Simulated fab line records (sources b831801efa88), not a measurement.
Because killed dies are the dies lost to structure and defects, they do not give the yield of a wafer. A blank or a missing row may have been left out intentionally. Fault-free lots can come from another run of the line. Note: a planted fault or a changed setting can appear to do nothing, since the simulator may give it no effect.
Which tool did it?    flow sky130    13 lots, 38 wafers sampled, at 2 steps of a route of 708

## WHAT EACH GAUGE READ, for each wafer
The record lacks any reading of a measuring or inspecting step that a usual standard deviation could be used to judge.

## WHAT TOOL EACH LOT RAN ON (gives the tool, then ch and the chambers of the sampled wafers, and finally the start)
lot   SKY_PASSIVATION_ETCH_11             SKY_PASSIVATION_STRIP_12
L872  rie diel-03 ch 0,1,2, day 44 18:35  plasma asher-02 ch 0,1, day 44 18:43
L873  rie diel-02 ch 1,3, day 45 07:02    plasma asher-02 ch 0,1, day 45 07:08
L876  rie diel-03 ch 2,3, day 45 17:28    plasma asher-03 ch 0,1, day 45 17:35
L878  rie diel-01 ch 0,2,3, day 46 12:22  plasma asher-01 ch 1, day 46 12:29
L879  rie diel-03 ch 0,2,3, day 46 16:37  plasma asher-01 ch 0,1, day 46 16:43
L880  rie diel-03 ch 0,1,3, day 47 03:16  plasma asher-02 ch 0,1, day 47 03:25
L881  rie diel-01 ch 0,1,3, day 47 06:07  plasma asher-02 ch 0,1, day 47 06:13
L883  rie diel-01 ch 2,3, day 47 14:49    plasma asher-01 ch 0,1, day 47 14:55
L891  rie diel-01 ch 0, day 49 08:52      plasma asher-02 ch 0,1, day 49 09:01
L892  rie diel-03 ch 1,2,3, day 49 16:23  plasma asher-01 ch 0,1, day 49 16:29
L893  rie diel-02 ch 0,1,3, day 49 21:10  plasma asher-01 ch 0,1, day 49 21:19
L894  rie diel-03 ch 0,1,3, day 50 01:07  plasma asher-01 ch 0,1, day 50 01:14
L895  rie diel-02 ch 0,1, day 50 02:53    plasma asher-01 ch 0,1, day 50 02:59
- SKY_PASSIVATION_ETCH_11: etches the open film in CF4/O2, stops on AlCu, target depth 725 nm, time 161.1 s.
- SKY_PASSIVATION_STRIP_12: strips in O2/N2.

## AS READ BY THE TOOLS THEMSELVES (means over the sampled wafers that have a number; for cases with no such wafer, the mark the record gives instead)
SKY_PASSIVATION_ETCH_11.
lot   tool         O2_flow_sccm (sccm)  drypump motor current A (A)  oes product au (a.u.)  throttle valve pct (%)
L872  rie diel-03  9.99                 5.5                          0.988                  5.957
L873  rie diel-02  9.98                 5.8                          0.972                  5.964
L876  rie diel-03  9.99                 5.9                          0.974                  5.964
L878  rie diel-01  10.02                6.3                          0.976                  5.954
L879  rie diel-03  10.00                5.6                          0.972                  5.964
L880  rie diel-03  9.95                 5.4                          0.986                  5.971
L881  rie diel-01  10.00                6.0                          0.974                  5.965
L883  rie diel-01  10.01                6.3                          0.979                  5.968
L891  rie diel-01  10.00                6.2                          0.978                  5.962
L892  rie diel-03  9.99                 5.8                          0.978                  5.959
L893  rie diel-02  10.00                5.8                          0.983                  5.967
L894  rie diel-03  10.00                5.5                          0.981                  5.969
L895  rie diel-02  9.96                 5.7                          0.982                  5.961

SKY_PASSIVATION_STRIP_12.
lot   tool             drypump motor current A (A)  o2 flow sccm (sccm)  oes product au (a.u.)  strip time to endpoint s (s)
L872  plasma asher-02  5.5                          2998                 0.665                  31.58
L873  plasma asher-02  5.5                          3016                 0.662                  31.60
L876  plasma asher-03  6.4                          2996                 0.662                  31.72
L878  plasma asher-01  6.0                          3005                 0.664                  31.67
L879  plasma asher-01  6.4                          2996                 0.664                  31.54
L880  plasma asher-02  5.5                          3005                 0.662                  31.42
L881  plasma asher-02  5.5                          3007                 0.666                  31.60
L883  plasma asher-01  6.2                          2985                 0.662                  31.54
L891  plasma asher-02  5.5                          3000                 0.658                  30.62
L892  plasma asher-01  6.2                          3006                 0.662                  31.59
L893  plasma asher-01  6.2                          2998                 0.665                  31.46
L894  plasma asher-01  6.2                          2992                 0.657                  31.48
L895  plasma asher-01  6.2                          2994                 0.660                  31.79

## THE ANSWER, worked out from the rows above alone
Rule: the usual values come from the lots themselves. Put in order of their means at a reading, lots are off if they are a third of the lots or fewer, leave a main group of 4 or more, and stand apart from it by a gap of 3 or more times the standard deviation of the main group's means; of several such gaps the widest counts. A main group whose means are all the same, to the digits that the tables above print for the reading, isn't used. Also off: a lot with no number at a reading for which 4 or more lots have one. Any other lot the step has rows for is counted as sound. First the gauges in route order, then the tools' own readings, where a lot's mean is used as printed above. The first step at which some lot is off is used, and at that step the reading that is off furthest; a lot without a number counts as furthest.
Off: L891, at SKY_PASSIVATION_STRIP_12 (strip time to endpoint s). The main group has a mean of 31.58 s with a standard deviation of 0.1.
If a tool, at that step or one of the process steps before it, ran each lot that is off and ran no sound lot following the first of them, it fits. 2 tools fit, rie diel-01 at SKY_PASSIVATION_ETCH_11 and plasma asher-02 at SKY_PASSIVATION_STRIP_12, so this cannot tell which one it is.

## WHAT THE SIMULATOR PUT IN
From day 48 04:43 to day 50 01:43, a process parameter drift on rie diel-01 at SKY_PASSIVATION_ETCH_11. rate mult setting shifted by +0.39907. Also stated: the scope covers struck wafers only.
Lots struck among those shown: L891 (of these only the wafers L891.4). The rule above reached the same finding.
